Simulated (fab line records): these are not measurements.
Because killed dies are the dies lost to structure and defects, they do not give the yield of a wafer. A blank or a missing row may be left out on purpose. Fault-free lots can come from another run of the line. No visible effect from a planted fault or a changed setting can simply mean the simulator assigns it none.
Comparing a struck lot with a sound one | flow sky130 | 15 out of 708 route steps
Sound: the wafers L235.2, L235.4, L235.6. Wafers struck: L240.1, L240.2, L240.6. The cause comes at the end.
Order at every step that has rows: each side's tool, ch and its chambers, its first start. Under that, the readings that differ: sound wafers | struck wafers | difference of the means | sigmas: that difference in standard deviations of wafers without a fault.
alike: words and numbers the same on both sides, and readings whose means are apart by under 2 such deviations; not compared: readings that were withheld, readings missing a value for some wafer, numbers with overlapping values and no deviation given by the record, and bounds like >300 which may hide the same value.
Wherever a step has rows on one side only, a row that says differs or no value, or a row with sigmas, the two part there. When numbers do not overlap yet have no deviation, they are printed without sigmas and do not part them. A reading missing from all wafers of one side parts the sides only when that side holds two or more wafers.

SKY_RES_XHIGH_TW_MEAS_09:
  sound: filmMetro-03 at day 26 15:15; struck: filmMetro-03 at day 28 20:43
  alike: RES_XHIGH_TW
then, 7 steps without rows for these wafers: SKY_SD_N_DEHYDRATE_00 (time 60 s); SKY_SD_N_HMDS_01 (prime time 60 s); SKY_SD_N_COAT_02 (resist thk 1140 nm); SKY_SD_N_SOFTBAKE_03 (time 60 s); SKY_SD_N_EXPOSE_04 (exposes mask NSDM, target cd 380 nm); SKY_SD_N_PEB_05; SKY_SD_N_DEVELOP_06 (develop time 60 s).
SKY_SD_N_CD_MEAS_07: the cd target is 380 nm.
  sound: cdSem-02 at day 27 20:13; struck: cdSem-01 at day 30 00:17
  alike: cdNm
SKY_SD_N_OVL_MEAS_08:
  sound: overlay-02 at day 27 20:19; struck: overlay-01 at day 30 00:24
  alike: SD_N_OVL
then, 2 steps without rows for these wafers: SKY_SD_N_IMPLANT_09; SKY_SD_N_IMPLANT_10.
SKY_SD_N_STRIP_11: strips in O2/N2.
  sound on plasmaAsher-03 ch 0,1, day 27 20:38; struck on plasmaAsher-03 ch 0,1, day 30 00:44
reading                                  | sound             | struck            | difference                    | sigmas
oesProductAu (a.u.)                      | 0.526 0.531 0.529 | 0.292 0.298 0.304 | -0.231                        | -47
stripTimeToEndpointS (s)                 | 22.62 22.58 22.62 | - - -             | no value on the struck wafers | 
model.NOVOLAK_of_SD_N_COAT_02.thkNm (nm) | 0 0 0             | 879.7 880.1 879.6 | +879.8                        | 
  alike: chamberPressureMTorr, drypumpMotorCurrentA
  not compared: rfHoursCounterH
SKY_SD_N_TW_MEAS_12:
  sound: filmMetro-01 at day 27 20:45; struck: filmMetro-03 at day 30 00:50
  alike: SD_N_TW
-- record jumps: 17 days separate the struck wafers' starts on either side; left off in module SD_N, taken up again in module PAD_OPEN, whose first shown step is the route's number 708 --
SKY_PAD_OPEN_PROBE_99:
  sound: prober-02 at day 45 20:01; struck: prober-02 at day 47 07:21
reading          | sound    | struck      | difference | sigmas
killedAtFrontEnd | 18 12 20 | 424 420 405 | +400       | +93
killedDies       | 83 92 97 | 492 492 492 | +401       | +42
killedOnRim      | 17 18 15 | 96 96 96    | +79        | +19
  alike: killed_at_M0_to_M3, killed_at_M4_up, killedAtContacts, killedAtOther, killedOpen, killedShort

== WHERE THEY PART ==
First at SKY_SD_N_STRIP_11; last, within this record, at SKY_PAD_OPEN_PROBE_99.

WHY: what the simulator had put in
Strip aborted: plasmaAsher-03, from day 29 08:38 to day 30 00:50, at SKY_SD_N_STRIP_11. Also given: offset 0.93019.
